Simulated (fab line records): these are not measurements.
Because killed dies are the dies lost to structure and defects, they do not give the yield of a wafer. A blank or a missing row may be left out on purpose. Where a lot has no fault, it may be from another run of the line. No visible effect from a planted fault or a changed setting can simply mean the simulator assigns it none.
A struck lot beside a sound one ; flow sky130 ; 15 out of 708 route steps
Sound: wafers L620.1, L620.4, L620.6. Wafers struck: L632.4, L632.5, L632.6. At the end, the cause is stated.
For every step that has rows: the tool of each side, followed by ch and its chambers, followed by its first start. Under that, the readings that differ: sound wafers ; struck wafers ; difference of the means ; sigmas: that difference in standard deviations of wafers without a fault.
alike: a reading whose means differ by less than 2 such deviations, as well as words and numbers matching on both sides. not compared: withheld readings; readings where some wafer has no value; bounds like >300 that might hide an equal value; numbers whose values overlap and for which the record gives no deviation.
The two part at a step that has a row with sigmas, a row that says differs or no value, or rows on one side only. Non-overlapping numbers with no deviation appear without sigmas and do not part them. A reading that every wafer of one side lacks parts them only if that side has two wafers or more.

first, 4 steps without rows for these wafers: SKY_VT_ADJUST_LVTN_SOFTBAKE_03; SKY_VT_ADJUST_LVTN_EXPOSE_04 (exposes mask NWM COMPLEMENT LESS NATIVE, target cd 840 nm); SKY_VT_ADJUST_LVTN_PEB_05; SKY_VT_ADJUST_LVTN_DEVELOP_06 (develop time 60 s).
SKY_VT_ADJUST_LVTN_OVL_MEAS_07:
  sound: overlay-02 at day 7 09:05; struck: overlay-02 at day 10 12:28
  alike: VT_ADJUST_LVTN_OVL
following that, these wafers have no rows for 1 step: SKY_VT_ADJUST_LVTN_IMPLANT_08.
SKY_VT_ADJUST_LVTN_STRIP_09: strips in O2/N2.
  sound on plasma asher-02 ch 0,1, day 7 09:17; struck on plasma asher-03 ch 0,1, day 10 12:40
reading;sound;struck;difference;sigmas
drypump motor current A (A);6.4 5.6 6.4;5.2 5.2 5.3;-0.9;-2
  alike: oes product au, strip time to endpoint s
  not compared: rf hours counter h
SKY_VT_ADJUST_LVTN_TW_MEAS_10:
  sound: film metro-04 at day 7 09:23; struck: film metro-03 at day 10 12:46
  alike: VT_ADJUST_LVTN_TW
then, 4 steps without rows for these wafers: SKY_VT_ADJUST_LVTN_DEHYDRATE_11 (time 60 s); SKY_VT_ADJUST_LVTN_HMDS_12 (prime time 60 s); SKY_VT_ADJUST_LVTN_COAT_13 (resist thk 1140 nm); SKY_VT_ADJUST_LVTN_SOFTBAKE_14 (time 60 s).
SKY_VT_ADJUST_LVTN_EXPOSE_15: exposes mask HVN STD DERIVED, target cd 600 nm.
  sound on iline stepper-01 ch 0, day 7 19:30; struck on iline stepper-01 ch 0, day 10 22:53
reading;sound;struck;difference;sigmas
exposure dose mJ cm2;162.90 163.14 162.96;184.05 184.07 184.24;+21.12;+99 or more
  alike: mask
following that, these wafers have no rows for 1 step: SKY_VT_ADJUST_LVTN_PEB_16.
-- a jump in the record: the struck wafers' starts before and after are 38 days apart (it breaks off in module VT_ADJUST_LVTN and resumes in module PAD_OPEN, where the first step shown is number 708 of the route) --
SKY_PAD_OPEN_PROBE_99:
  sound: prober-01 at day 46 04:01; struck: prober-02 at day 49 02:44
  alike: killed_at_M0_to_M3, killed_at_M4_up, killed at contacts, killed at front end, killed at other, killed dies, killed open, killed short

WHERE THEY PART
First at SKY_VT_ADJUST_LVTN_STRIP_09; last, within this record, at SKY_VT_ADJUST_LVTN_EXPOSE_15. Later steps at which nothing parts them and some readings are alike: SKY_PAD_OPEN_PROBE_99.

WHY: the cause the simulator had injected
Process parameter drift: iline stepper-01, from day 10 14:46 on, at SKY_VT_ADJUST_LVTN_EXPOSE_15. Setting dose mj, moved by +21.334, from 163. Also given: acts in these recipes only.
